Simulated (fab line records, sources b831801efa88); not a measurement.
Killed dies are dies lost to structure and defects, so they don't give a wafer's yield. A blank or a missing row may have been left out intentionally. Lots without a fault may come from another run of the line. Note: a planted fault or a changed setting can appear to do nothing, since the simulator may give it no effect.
2 desks, one fault || flow gf180mcu || each desk holds nothing but its own numbers, with what lay behind them at the end

== FOR THE TOOL OWNER'S DESK: pvd_sputter-04 ==
The tool's own readings at GF_SALICIDE_SPUTTER_02 (material Co, target thk 10 nm, time 20 s): means of the sampled wafers that have a number, for each lot that ran on this tool. A lot is out of limits, marked OUT, if its mean lies more than 4 standard deviations from the usual mean; the brackets give that distance.
Columns: A = throttle_valve_pct at GF_SALICIDE_SPUTTER_02, usual 30.3 %
{"lot": "L920", "first seen here": "day 15 12:33", "A": 29.9}
{"lot": "L934", "first seen here": "day 20 21:57", "A": 29.8}
{"lot": "L936", "first seen here": "day 21 14:02", "A": 30.5}
Result from this desk: across the 3 lots, nothing is out of limits.

== FROM THE METROLOGY DESK ==
What the gauges read for every lot (on any tool): the sampled wafers with a number, averaged. A lot is out of limits, marked OUT, if its mean lies more than 4 standard deviations from the usual mean; the brackets give that distance.
Columns: A = PSD_RS at GF_PSD_RS_MEAS_15, usual 108.7 ohm/sq; B = cd_nm at GF_SAB_CD_MEAS_09, usual 420.9 nm; C = SALICIDE_TIN_RS at GF_SALICIDE_RS_MEAS_04, usual 16.29 ohm/sq
{"lot": "L919", "first seen here": "day 14 08:11", "A": 109.1, "B": 418.0, "C": 16.36}
{"lot": "L920", "first seen here": "day 14 14:54", "A": 108.5, "B": 421.3, "C": 16.48}
{"lot": "L921", "first seen here": "day 15 01:21", "A": 108.8, "B": 417.2, "C": 16.38}
{"lot": "L922", "first seen here": "day 15 08:01", "A": 108.7, "B": 417.1, "C": 16.01}
{"lot": "L924", "first seen here": "day 16 03:07", "A": 108.5, "B": 422.6, "C": 16.03}
{"lot": "L925", "first seen here": "day 16 07:54", "A": 108.6, "B": 422.9, "C": 15.84}
{"lot": "L926", "first seen here": "day 16 21:22", "A": 108.3, "B": 421.5, "C": 16.51}
{"lot": "L931", "first seen here": "day 18 17:13", "A": 109.0, "B": 419.2, "C": 16.35}
{"lot": "L934", "first seen here": "day 19 20:54", "A": 108.6, "B": 417.6, "C": "14.93 (-4.5) OUT"}
{"lot": "L935", "first seen here": "day 20 07:06", "A": 108.5, "B": 418.7, "C": 16.47}
{"lot": "L936", "first seen here": "day 20 13:41", "A": 108.4, "B": 423.6, "C": "14.76 (-5.1) OUT"}
{"lot": "L937", "first seen here": "day 20 18:22", "A": 108.8, "B": 417.5, "C": 15.92}
{"lot": "L940", "first seen here": "day 21 22:19", "A": 108.4, "B": 425.7, "C": 16.02}
This desk's finding: out of limits on L934, L936; first on L934, day 20 22:02 (SALICIDE_TIN_RS at GF_SALICIDE_RS_MEAS_04). L919, L920, L921, L922, L924, L925, L926, L931, L935, L937, L940 stayed within limits.

== PUT TOGETHER ==
At day 20 22:02 the metrology desk could have sounded an alarm, on L934, L936.
Nothing out of limits was seen by the tool owner's desk.
On record at the tool owner's desk: L934, L936, within its limits.
The lots listed all ran GF_SALICIDE_SPUTTER_02 on pvd_sputter-04.

== WHAT HAD BEEN PUT IN BY THE SIMULATOR ==
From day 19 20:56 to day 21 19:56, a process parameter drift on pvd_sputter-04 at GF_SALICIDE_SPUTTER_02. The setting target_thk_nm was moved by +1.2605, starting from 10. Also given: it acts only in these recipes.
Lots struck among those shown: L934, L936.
Per desk, hours elapsed from the start of the fault to the first reading out of limits: for the metrology desk, 25.
